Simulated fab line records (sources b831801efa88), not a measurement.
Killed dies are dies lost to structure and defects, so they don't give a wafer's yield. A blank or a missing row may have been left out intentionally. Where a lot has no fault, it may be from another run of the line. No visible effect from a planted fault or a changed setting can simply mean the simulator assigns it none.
Problem report in the 8D (eight disciplines) form, filled by code    flow sfq-line    the parts of the form that need people (team, actions taken, sign-off) are left out

## 1. THE PROBLEM
heater-power-total-W at SFQ_TRILAYER_M4_LITHO_PEB_096 reads a mean of 77.72 W on 6 wafers of 2 lots; wafers without a fault read 79.15 W with a standard deviation of 0.065. That puts it -22 standard deviations away from the usual mean.
The step: peb time 60 s.
Earliest sighting: wafer L187.1 on litho-track-03 at day 44 02:13. The record has a number at this step for 42 wafers belonging to 14 lots. The rule behind "out" and "out of limits": a value lying over 4 standard deviations away from the usual mean. Any other wafer with a number is counted as sound.

## 2. WHAT IT IS, AND WHAT IT ISN'T
question                     is                                  is not
which readings at this step  heater-power-total-W, plate-temp-C  -
which lots                   L187, L188                          L180, L181, L183, L189, L194, L195, L196, L197, L198, L200, L201, L202
which wafers of those lots   all that have a number              -
read on which tools          litho-track-03                      litho-track-01, litho-track-02
when                         from day 44 02:13                   up to then (9 sound wafers); but 27 sound wafers of L189, L194, L195, L196, L197, L198, L200, L201, L202 came after

## 3. WHAT RULES OUT EACH SUSPECT
Counting: a tool at a process step up to the reading stays a suspect if it ran every lot that is out and no sound lot after the first of them.
- litho-track-03 at SFQ_TRILAYER_M4_LITHO_PEB_096 (peb time 60 s): ruled out as a lasting fault. After its first lot that is out, L187 (day 44 02:13), sound lots L194, L195, L197, L198, L201 ran on it.
Left after counting: nothing in the record.

## 4. THE CAUSE (what the simulator had put in)
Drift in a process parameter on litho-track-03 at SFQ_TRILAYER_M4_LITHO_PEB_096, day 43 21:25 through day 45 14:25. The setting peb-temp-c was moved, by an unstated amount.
Counting ruled it out, wrongly.

## 5. THE CHAIN OF EFFECTS, in route order
One row per reading whose mean, taken over the struck wafers that have a number, lies over 3 standard deviations from the usual. Only readings whose record carries a usual standard deviation are examined. hours: median over the lots of the time between each lot's start at the first step of this table that gives one and its start at this step. sigmas: the change, counted in usual standard deviations.
hours  step                           reading               usual     on struck wafers  change  sigmas
0      SFQ_TRILAYER_M4_LITHO_PEB_096  heater-power-total-W  79.15 W   77.72             -1.43   -22
0      SFQ_TRILAYER_M4_LITHO_PEB_096  plate-temp-C          115.01 C  113.56            -1.45   -9.1
It contains these process steps:
- SFQ_TRILAYER_M4_LITHO_PEB_096: peb time 60 s.

## 6. HOW IT WOULD HAVE BEEN CAUGHT EARLIER
In this record no reading fell out of limits until day 44 02:13, 5 hours after the fault had begun at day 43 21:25.
